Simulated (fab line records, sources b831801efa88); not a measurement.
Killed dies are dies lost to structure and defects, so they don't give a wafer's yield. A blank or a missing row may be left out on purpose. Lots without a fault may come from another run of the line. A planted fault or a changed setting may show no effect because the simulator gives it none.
Which tool did it? | flow sfq_line | 15 lots, 45 wafers sampled, at 2 steps of a route of 325

WHAT THE GAUGES READ, wafer by wafer
SFQ_M0_RS_MEAS_904: measures by four-point-probe. Usual: M0_NB_RS 0.884 ohm/sq, standard deviation 0.012.
lot  | measured     | on            | M0_NB_RS (ohm/sq) | flag
L942 | day 5 21:29  | film_metro-02 | 0.876 0.870 0.863 |
L943 | day 6 06:19  | film_metro-03 | 0.890 0.897 0.901 |
L944 | day 6 07:31  | film_metro-02 | 0.896 0.876 0.893 |
L945 | day 6 11:08  | film_metro-03 | 0.878 0.876 0.883 |
L946 | day 6 19:29  | film_metro-02 | 0.875 0.872 0.877 |
L947 | day 7 00:23  | film_metro-03 | 0.905 0.888 0.886 |
L949 | day 7 11:50  | film_metro-02 | 0.877 0.873 0.889 |
L951 | day 8 01:51  | film_metro-03 | 0.889 0.883 0.892 |
L952 | day 8 05:11  | film_metro-01 | 0.873 0.879 0.901 |
L953 | day 8 11:18  | film_metro-01 | 0.877 0.877 0.879 |
L954 | day 8 18:19  | film_metro-02 | 0.891 0.874 0.872 |
L955 | day 8 20:41  | film_metro-03 | 0.864 0.883 0.871 |
L958 | day 9 19:29  | film_metro-02 | 0.886 0.619 0.621 | OFF
L961 | day 10 12:06 | film_metro-03 | 0.900 0.619 0.615 | OFF
L964 | day 11 01:20 | film_metro-01 | 0.617 0.614 0.882 | OFF

WHICH TOOL RAN EACH LOT (tool, then ch and the chambers of the sampled wafers, then the start)
lot  | SFQ_TRILAYER_M0_DEP_SPUTTER_019
L942 | pvd_sputter-05, day 5 21:23
L943 | pvd_sputter-06, day 6 06:12
L944 | pvd_sputter-05, day 6 07:25
L945 | pvd_sputter-05, day 6 11:00
L946 | pvd_sputter-05, day 6 19:24
L947 | pvd_sputter-06, day 7 00:18
L949 | pvd_sputter-04, day 7 11:43
L951 | pvd_sputter-05, day 8 01:43
L952 | pvd_sputter-04, day 8 05:06
L953 | pvd_sputter-04, day 8 11:11
L954 | pvd_sputter-05, day 8 18:12
L955 | pvd_sputter-05, day 8 20:36
L958 | pvd_sputter-05, day 9 19:24
L961 | pvd_sputter-05, day 10 12:00
L964 | pvd_sputter-05, day 11 01:12
- SFQ_TRILAYER_M0_DEP_SPUTTER_019: material Nb, target thk 200 nm, time 133.3 s.

WHAT THE TOOLS THEMSELVES READ (means of the sampled wafers that have a number; where no wafer has one, the mark that the record gives instead)
SFQ_TRILAYER_M0_DEP_SPUTTER_019. Usual: throttle_valve_pct 29.7 %, standard deviation 0.54.
lot  | tool           | throttle_valve_pct (%) | flag
L942 | pvd_sputter-05 | 29.8                   |
L943 | pvd_sputter-06 | 29.4                   |
L944 | pvd_sputter-05 | 29.7                   |
L945 | pvd_sputter-05 | 29.5                   |
L946 | pvd_sputter-05 | 29.8                   |
L947 | pvd_sputter-06 | 29.6                   |
L949 | pvd_sputter-04 | 29.4                   |
L951 | pvd_sputter-05 | 30.2                   |
L952 | pvd_sputter-04 | 29.6                   |
L953 | pvd_sputter-04 | 30.3                   |
L954 | pvd_sputter-05 | 29.7                   |
L955 | pvd_sputter-05 | 29.9                   |
L958 | pvd_sputter-05 | 29.8                   |
L961 | pvd_sputter-05 | 29.8                   |
L964 | pvd_sputter-05 | 29.8                   |

THE ANSWER, worked out from the rows above alone
Rule: a lot is off if the mean of its wafers that have a number lies more than 3 standard deviations from the usual mean. A lot without any number at a reading at which 4 lots or more have one is off too. The other lots that the step has rows for count as sound. The gauges are gone through in route order, then the tools' own readings, and for those a lot's mean is taken as printed above. The first step at which some lot is off is used, and at that step the reading that is off furthest; a lot without a number counts as furthest.
Off: L958, L961, L964, at SFQ_M0_RS_MEAS_904 (M0_NB_RS).
A tool fits if, at a process step before that reading, it ran every lot that is off, and no sound lot after the first of them. The gauges at SFQ_M0_RS_MEAS_904 are tried like those tools. One fits: pvd_sputter-05 at SFQ_TRILAYER_M0_DEP_SPUTTER_019. Its last sound lot is L955 (day 8 20:36), its first lot that is off L958 (day 9 19:24): a fault that began between those two fits.

WHAT THE SIMULATOR HAD PUT IN
Process parameter drift: pvd_sputter-05, from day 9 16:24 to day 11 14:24, at SFQ_TRILAYER_M0_DEP_SPUTTER_019. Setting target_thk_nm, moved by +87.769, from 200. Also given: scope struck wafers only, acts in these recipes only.
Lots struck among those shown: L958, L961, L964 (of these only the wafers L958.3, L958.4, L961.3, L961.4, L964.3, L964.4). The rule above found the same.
